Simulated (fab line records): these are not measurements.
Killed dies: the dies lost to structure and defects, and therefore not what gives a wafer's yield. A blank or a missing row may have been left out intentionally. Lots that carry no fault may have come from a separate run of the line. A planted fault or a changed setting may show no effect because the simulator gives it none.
2 desks, one fault    flow gf180mcu    what lay behind the numbers comes last; until then each desk has only its own

## THE TOOL OWNER'S DESK: hdpcvd-02
The tool's own readings at GF_V4_CVD_00 (deposits SiO2, target thk 600 nm, time 100 s): means of the sampled wafers that have a number, for each lot that ran on this tool. A lot is out of limits, marked OUT, if its mean lies more than 4 standard deviations from the usual mean; the brackets give that distance.
Columns: A = sih4-flow-sccm at GF_V4_CVD_00, usual 59.99 sccm; B = susceptor-temp-C at GF_V4_CVD_00, usual 399.99 C
lot   first seen here  A                B
L848  day 24 12:22     60.02            399.98
L851  day 25 08:28     60.06            399.72
L853  day 26 03:17     69.99 (+56) OUT  400.10
L854  day 26 08:01     70.05 (+56) OUT  400.04
L865  day 29 18:08     60.07            400.17
L866  day 29 19:04     60.06            399.77
L868  day 30 19:14     59.78            400.13
This desk finds L853, L854 out of limits, L853 being first, at day 26 03:17 (sih4-flow-sccm at GF_V4_CVD_00). Within limits: L848, L851, L865, L866, L868.

## AT THE METROLOGY DESK
Lot by lot, what the gauges showed, no matter which tool ran the lot: averages of those sampled wafers that carry a number. A lot is out of limits, marked OUT, if its mean lies more than 4 standard deviations from the usual mean; the brackets give that distance.
Columns: A = V4_CVD_00_THK at GF_V4_THK_MEAS_01, usual 599 nm; B = V4_BOW at GF_V4_BOW_MEAS_05, usual 135 um
lot   first seen here  A              B
L847  day 24 04:11     603            123
L848  day 24 12:29     594            134
L849  day 24 12:41     602            148
L851  day 25 08:33     594            155
L852  day 25 19:56     605            137
L853  day 26 03:23     704 (+17) OUT  132
L854  day 26 08:05     704 (+17) OUT  129
L861  day 28 15:58     591            148
L865  day 29 18:13     606            123
L866  day 29 19:08     599            127
L867  day 30 01:23     596            132
L868  day 30 19:18     598            141
Finding of this desk: L853, L854 out of limits, first seen on L853 at day 26 03:23 (V4_CVD_00_THK at GF_V4_THK_MEAS_01). Within limits: L847, L848, L849, L851, L852, L861, L865, L866, L867, L868.

## ALL TOGETHER
The tool owner's desk could have raised an alarm at day 26 03:17, on L853, L854.
The metrology desk could have raised an alarm at day 26 03:23, on L853, L854.
Every lot named ran GF_V4_CVD_00 on hdpcvd-02.

## WHAT THE SIMULATOR HAD INSERTED
hdpcvd-02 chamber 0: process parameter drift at GF_V4_CVD_00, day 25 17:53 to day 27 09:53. Setting sih4-flow-sccm shifted by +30 from 60. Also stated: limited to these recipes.
Struck lots among those shown: L853, L854.
Delay (hours) between the fault's onset and each desk's first out-of-limits reading: 9 at the tool owner's desk, 10 at the metrology desk.
